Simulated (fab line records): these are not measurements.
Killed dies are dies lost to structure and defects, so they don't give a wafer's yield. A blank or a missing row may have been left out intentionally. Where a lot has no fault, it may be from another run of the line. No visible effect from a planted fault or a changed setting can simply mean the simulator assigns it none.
Comparing a struck lot with a sound one | flow sky130 | 15 steps out of a route of 708
Sound: wafers L492.4, L492.5, L492.6. Wafers L504.2, L504.3, L504.5 were the ones struck. Last of all comes the cause.
Order at every step that has rows: each side's tool, ch and its chambers, its first start. Under that, the readings that differ: sound wafers | struck wafers | difference of the means | sigmas: that difference in standard deviations of wafers without a fault.
alike: a reading whose means differ by less than 2 such deviations, as well as words and numbers matching on both sides. not compared: withheld readings; readings where some wafer has no value; bounds like >300 that might hide an equal value; numbers whose values overlap and for which the record gives no deviation.
Wherever a step has rows on one side only, a row that says differs or no value, or a row with sigmas, the two part there. When numbers do not overlap yet have no deviation, they are printed without sigmas and do not part them. A reading missing from all wafers of one side parts the sides only when that side holds two or more wafers.

first, 1 step without rows for these wafers: SKY_POLY_GATE_OXIDATION_20 (stabilise 600 s, purge 300 s, target thk 4 nm).
SKY_POLY_GATE_THK_MEAS_21:
  struck on film_metro-01, day 22 03:31; sound on film_metro-01, day 17 16:56
  alike: POLY_GATE_OXIDATION_THK
SKY_POLY_GATE_CD_MEAS_22:
  struck on cd_sem-02, day 22 03:36; sound on cd_sem-01, day 17 17:03
  alike: cd_nm
then, 7 steps without rows for these wafers: SKY_LDD_N_DEHYDRATE_00 (time 60 s); SKY_LDD_N_HMDS_01 (prime time 60 s); SKY_LDD_N_COAT_02 (resist thk 300 nm); SKY_LDD_N_SOFTBAKE_03 (time 60 s); SKY_LDD_N_EXPOSE_04 (exposes mask NTM, target cd 840 nm); SKY_LDD_N_PEB_05; SKY_LDD_N_DEVELOP_06 (develop time 60 s).
SKY_LDD_N_OVL_MEAS_07:
  struck on overlay-01, day 23 09:34; sound on overlay-01, day 18 22:29
  reading        | sound       | struck         | difference | sigmas
  LDD_N_OVL (nm) | 2.0 1.3 2.3 | -0.7 -1.9 -2.0 | -3.4       | -3
after that, 1 step had no rows for these wafers: SKY_LDD_N_IMPLANT_08.
SKY_LDD_N_IMPLANT_09:
  sound on implanter-03 ch 0, day 18 22:44; struck on implanter-01 ch 0, day 23 09:56
  reading       | sound                         | struck                        | difference | sigmas
  dose_ions_cm2 | 7.504e+13 7.497e+13 7.507e+13 | 7.714e+13 7.711e+13 7.706e+13 | +2.077e+12 | +23
after that, 1 step had no rows for these wafers: SKY_LDD_N_IMPLANT_10.
-- a jump in the record: the struck wafers' starts before and after are 26 days apart (it breaks off in module LDD_N and resumes in module PAD_OPEN, where the first step shown is number 708 of the route) --
SKY_PAD_OPEN_PROBE_99:
  struck on prober-02, day 49 12:13; sound on prober-01, day 46 15:17
  reading         | sound | struck | difference | sigmas
  killed_at_M4_up | 2 1 1 | 6 3 7  | +4         | +2
  alike: killed_at_M0_to_M3, killed_at_contacts, killed_at_front_end, killed_at_other, killed_dies, killed_on_rim, killed_open, killed_short

== WHERE THEY PART ==
Earliest at SKY_LDD_N_OVL_MEAS_07; latest, in this record, at SKY_PAD_OPEN_PROBE_99.

WHY: what had been put in by the simulator
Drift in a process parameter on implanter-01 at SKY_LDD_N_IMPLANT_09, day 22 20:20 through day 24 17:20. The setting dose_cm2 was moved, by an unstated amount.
